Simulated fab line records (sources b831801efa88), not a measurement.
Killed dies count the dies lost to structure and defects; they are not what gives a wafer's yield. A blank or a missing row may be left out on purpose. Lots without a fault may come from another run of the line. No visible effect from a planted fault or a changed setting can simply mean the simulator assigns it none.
A lot that was struck, set against a sound lot || flow sky130 || 17 out of 708 route steps
Sound: wafers L559.2, L559.4, L559.6. Struck: wafer L542.4 (left out: L542.3, L542.5 of the same lot, which were not struck); the cause appears at the end.
Each step with rows lists, per side, the tool, then ch with its chambers, then its first start. Under that, the readings that differ: sound wafers || struck wafers || difference of the means || sigmas: that difference in standard deviations of wafers without a fault.
alike: readings whose means differ by less than 2 such deviations, and words and numbers that are the same on both sides. not compared: withheld readings, readings that some wafer has no value for, bounds like >300 that may hide the same value, and numbers for which the record gives no deviation and whose values overlap.
The two part at a step that has a row with sigmas, a row that says differs or no value, or rows on one side only. When numbers do not overlap yet have no deviation, they are printed without sigmas and do not part them. A reading missing from all wafers of one side parts the sides only when that side holds two or more wafers.

SKY_VIA2_CMP_02: polishes SiO2.
  sound on cmp-01 ch 0,1, day 41 14:58; struck on cmp-01 ch 2, day 36 08:32
  alike: motorCurrentA, platenRpm, retainingRingPressureFrac
SKY_VIA2_BOW_MEAS_03:
  sound: filmMetro-03 at day 41 15:17; struck: filmMetro-01 at day 36 08:52
  alike: VIA2_BOW
then, 8 steps without rows for these wafers: SKY_VIA2_DEHYDRATE_04 (time 60 s); SKY_VIA2_HMDS_05 (prime time 60 s); SKY_VIA2_COAT_06 (resist thk 60 nm); SKY_VIA2_COAT_07 (resist thk 450 nm); SKY_VIA2_SOFTBAKE_08 (time 90 s); SKY_VIA2_EXPOSE_09 (exposes mask VIM2, target cd 200 nm); SKY_VIA2_PEB_10; SKY_VIA2_DEVELOP_11 (develop time 60 s).
SKY_VIA2_CD_MEAS_12 targets a cd of 200 nm.
  sound: cdSem-02 at day 42 14:38; struck: cdSem-02 at day 37 10:35
  alike: cdNm
SKY_VIA2_OVL_MEAS_13:
  sound: overlay-02 at day 42 14:44; struck: overlay-02 at day 37 10:40
  alike: VIA2_OVL
SKY_VIA2_ETCH_14: etches BARC in N2/H2, stops on SiO2, time 45.9 s, target depth 60 nm.
  sound on rieDiel-01 ch 0,2, day 42 14:46; struck on rieDiel-01 ch 0, day 37 10:42
{"reading": "oesProductAu (a.u.)", "sound": "0.871 0.856 0.849", "struck": 0.784, "difference": -0.075, "sigmas": -16}
{"reading": "throttleValvePct (%)", "sound": "13.226 13.234 13.221", "struck": 13.208, "difference": -0.019, "sigmas": -2}
{"reading": "model.KrF-thick_of_VIA2_COAT_07.thkNm (nm)", "sound": "391.7 394.5 393.8", "struck": 405.3, "difference": "+12.0", "sigmas": ""}
{"reading": "model.etch.depthNm (nm)", "sound": "60.18 60.07 60.15", "struck": 51.47, "difference": -8.66, "sigmas": ""}
{"reading": "model.VIA2.cdNm (nm)", "sound": "200.9 200.2 199.6", "struck": 199.5, "difference": -0.7, "sigmas": ""}
  alike: biasW, drypumpMotorCurrentA
  not compared: rfHoursCounterH
SKY_VIA2_ETCH_15: etches SiO2 in C4F8/O2/Ar, stops on TiN, target depth 546 nm, time 84 s.
  sound on rieDiel-01 ch 0,2, day 42 14:49; struck on rieDiel-01 ch 0, day 37 10:44
{"reading": "oesProductAu (a.u.)", "sound": "0.940 0.940 0.938", "struck": 0.606, "difference": -0.333, "sigmas": -72}
{"reading": "model.KrF-thick_of_VIA2_COAT_07.thkNm (nm)", "sound": "279.9 281.9 282", "struck": 294.5, "difference": "+13.2", "sigmas": ""}
  alike: biasW
  not compared: rfHoursCounterH
SKY_VIA2_STRIP_16: strips in O2/N2.
  sound on plasmaAsher-02 ch 0,1, day 42 14:52; struck on plasmaAsher-01 ch 1, day 37 10:50
{"reading": "drypumpMotorCurrentA (A)", "sound": "5.9 6.2 6.2", "struck": 5.0, "difference": -1.1, "sigmas": -2}
{"reading": "oesProductAu (a.u.)", "sound": "0.403 0.402 0.389", "struck": 0.414, "difference": "+0.016", "sigmas": "+3"}
{"reading": "stripTimeToEndpointS (s)", "sound": "4.015 4.027 4.027", "struck": 4.155, "difference": "+0.132", "sigmas": "+6"}
  alike: o2FlowSccm
  not compared: rfHoursCounterH
then, 1 step without rows for these wafers: SKY_VIA2_STRIP_17 (strips in post etch residue remover, time 1200 s).
-- the record jumps here: 9 days lie between the struck wafers' starts before and after (it left off in module VIA2 and takes up again in module PAD_OPEN, whose first step shown is number 708 of the route) --
SKY_PAD_OPEN_PROBE_99:
  sound: prober-02 at day 50 13:51; struck: prober-02 at day 46 15:10
{"reading": "model.etest.nfetG5v0d10v5.underFloor", "sound": "0 0 0", "struck": 1, "difference": "+1", "sigmas": ""}
{"reading": "model.etest.tipSonos.open", "sound": "0 0 0", "struck": 1, "difference": "+1", "sigmas": ""}
{"reading": "model.etest.diodeNdiffPwell.underFloor", "sound": "0 0 0", "struck": 1, "difference": "+1", "sigmas": ""}
{"reading": "model.etest.liComb.underFloor", "sound": "0 0 0", "struck": 1, "difference": "+1", "sigmas": ""}
{"reading": "model.etest.nfet_01v8_turned.underFloor", "sound": "0 0 0", "struck": 1, "difference": "+1", "sigmas": ""}
{"reading": "model.etest.pfet_01v8_hvt.underFloor", "sound": "0 0 0", "struck": 1, "difference": "+1", "sigmas": ""}
{"reading": "model.etest.resPdiff.open", "sound": "0 0 0", "struck": 1, "difference": "+1", "sigmas": ""}
{"reading": "model.etest.sramPfetLatch.open", "sound": "0 0 0", "struck": 1, "difference": "+1", "sigmas": ""}

== WHERE THEY PART ==
Last at SKY_VIA2_STRIP_16 as far as this record goes, first at SKY_VIA2_ETCH_14.

WHY: what had been put in by the simulator
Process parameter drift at SKY_VIA2_ETCH_14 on rieDiel-01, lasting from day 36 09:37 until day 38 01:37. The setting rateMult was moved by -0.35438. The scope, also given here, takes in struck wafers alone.
